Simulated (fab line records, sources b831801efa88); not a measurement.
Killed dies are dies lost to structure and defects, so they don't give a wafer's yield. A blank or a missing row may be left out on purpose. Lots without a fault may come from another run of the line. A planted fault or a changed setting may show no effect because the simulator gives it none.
Which tool did it? | flow sky130 | 15 lots, 45 wafers sampled, at 3 steps of a route of 708

WHAT THE GAUGES READ, wafer by wafer
SKY_LOCAL_INTERCONNECT_THK_MEAS_02: measures by xrf.
lot  | measured     | on            | LOCAL_INTERCONNECT_TIN_THK (nm)
L805 | day 29 11:16 | film_metro-03 | 102.1 102.0 100.6
L806 | day 29 16:43 | film_metro-02 | 102.0 102.1 102.1
L807 | day 29 22:07 | film_metro-03 | 101.3 101.4 99.7
L808 | day 30 04:28 | film_metro-03 | 104.7 103.1 103.7
L812 | day 32 02:55 | film_metro-04 | 104.8 104.7 104.4
L813 | day 32 04:47 | film_metro-02 | 101.1 101.0 100.9
L814 | day 32 05:47 | film_metro-04 | 101.8 100.9 100.7
L815 | day 32 09:52 | film_metro-02 | 101.2 101.2 101.3
L816 | day 32 22:09 | film_metro-02 | 100.6 100.6 99.8
L817 | day 33 05:50 | film_metro-04 | 103.1 101.9 102.4
L823 | day 35 03:38 | film_metro-02 | 102.1 102.0 101.9
L824 | day 35 05:42 | film_metro-03 | 104.2 104.3 104.6
L825 | day 35 14:53 | film_metro-02 | 101.9 101.7 101.7
L827 | day 36 05:53 | film_metro-02 | 101.5 102.3 101.8
L828 | day 36 11:27 | film_metro-03 | 104.2 103.3 102.0

SKY_CONTACT_CD_MEAS_14: target cd 170 nm.
lot  | measured     | on        | cd_nm (nm)
L805 | day 31 20:02 | cd_sem-01 | 169.7 170.4 168.6
L806 | day 32 02:31 | cd_sem-02 | 170.5 170.7 170.6
L807 | day 32 06:48 | cd_sem-02 | 166.5 167.1 167.3
L808 | day 32 13:33 | cd_sem-01 | 166.5 167.2 167.0
L812 | day 34 09:48 | cd_sem-01 | 168.9 169.8 169.6
L813 | day 34 11:57 | cd_sem-02 | 167.1 167.0 167.9
L814 | day 34 12:48 | cd_sem-02 | 170.6 172.4 170.7
L815 | day 34 16:02 | cd_sem-02 | 168.3 170.1 169.3
L816 | day 35 03:23 | cd_sem-02 | 169.2 167.5 170.9
L817 | day 35 12:51 | cd_sem-01 | 169.5 168.1 169.2
L823 | day 37 09:18 | cd_sem-02 | - - -
L824 | day 37 11:20 | cd_sem-01 | - - -
L825 | day 37 21:07 | cd_sem-01 | - - -
L827 | day 38 10:57 | cd_sem-02 | 171.4 169.4 171.2
L828 | day 38 17:08 | cd_sem-01 | 169.8 170.2 168.7

WHICH TOOL RAN EACH LOT (tool, then ch and the chambers of the sampled wafers, then the start)
lot  | SKY_CONTACT_DEVELOP_13
L805 | litho_track-02 ch 0, day 31 19:00
L806 | litho_track-02 ch 0, day 32 02:00
L807 | litho_track-01 ch 0, day 32 06:00
L808 | litho_track-01 ch 0, day 32 13:00
L812 | litho_track-02 ch 0, day 34 09:00
L813 | litho_track-01 ch 0, day 34 11:00
L814 | litho_track-02 ch 0, day 34 12:00
L815 | litho_track-03 ch 0, day 34 15:00
L816 | litho_track-01 ch 0, day 35 03:00
L817 | litho_track-02 ch 0, day 35 12:00
L823 | litho_track-01, day 37 09:00
L824 | litho_track-03, day 37 11:00
L825 | litho_track-02, day 37 20:00
L827 | litho_track-01 ch 0, day 38 10:00
L828 | litho_track-01 ch 0, day 38 16:00
- SKY_CONTACT_DEVELOP_13: develop time 60 s.

WHAT THE TOOLS THEMSELVES READ (means of the sampled wafers that have a number; where no wafer has one, the mark that the record gives instead)
SKY_CONTACT_DEVELOP_13.
lot  | tool           | chill_plate_temp_C (C)
L805 | litho_track-02 | 22.97
L806 | litho_track-02 | 22.96
L807 | litho_track-01 | 23.04
L808 | litho_track-01 | 22.97
L812 | litho_track-02 | 23.03
L813 | litho_track-01 | 22.93
L814 | litho_track-02 | 23.03
L815 | litho_track-03 | 22.91
L816 | litho_track-01 | 22.97
L817 | litho_track-02 | 22.89
L823 | litho_track-01 | -
L824 | litho_track-03 | -
L825 | litho_track-02 | -
L827 | litho_track-01 | 23.01
L828 | litho_track-01 | 23.15

THE ANSWER, worked out from the rows above alone
Rule: what is usual is taken from the lots themselves. Put in order of their means at a reading, lots are off if they are a third of the lots or fewer, leave a main group of 4 or more, and stand apart from it by a gap of 3 or more times the standard deviation of the main group's means; of several such gaps the widest counts. A main group whose means are all the same, to the digits that the tables above print for the reading, isn't used. A lot without any number at a reading at which 4 lots or more have one is off too. The other lots that the step has rows for count as sound. The gauges are gone through in route order, then the tools' own readings, and for those a lot's mean is taken as printed above. The first step at which some lot is off is used, and at that step the reading that is off furthest; a lot without a number counts as furthest.
Off: L823, L824, L825, at SKY_CONTACT_CD_MEAS_14 (cd_nm). Without a number there: L823, L824, L825. The main group: mean 169.1 nm, standard deviation 1.4.
A tool fits if, at a process step before that reading, it ran every lot that is off, and no sound lot after the first of them. The gauges at SKY_CONTACT_CD_MEAS_14 aren't tried: what is off there is off at SKY_CONTACT_DEVELOP_13 too, on other tools, and a gauge's error can't cause that. None of those tried fits.

WHAT THE SIMULATOR HAD PUT IN
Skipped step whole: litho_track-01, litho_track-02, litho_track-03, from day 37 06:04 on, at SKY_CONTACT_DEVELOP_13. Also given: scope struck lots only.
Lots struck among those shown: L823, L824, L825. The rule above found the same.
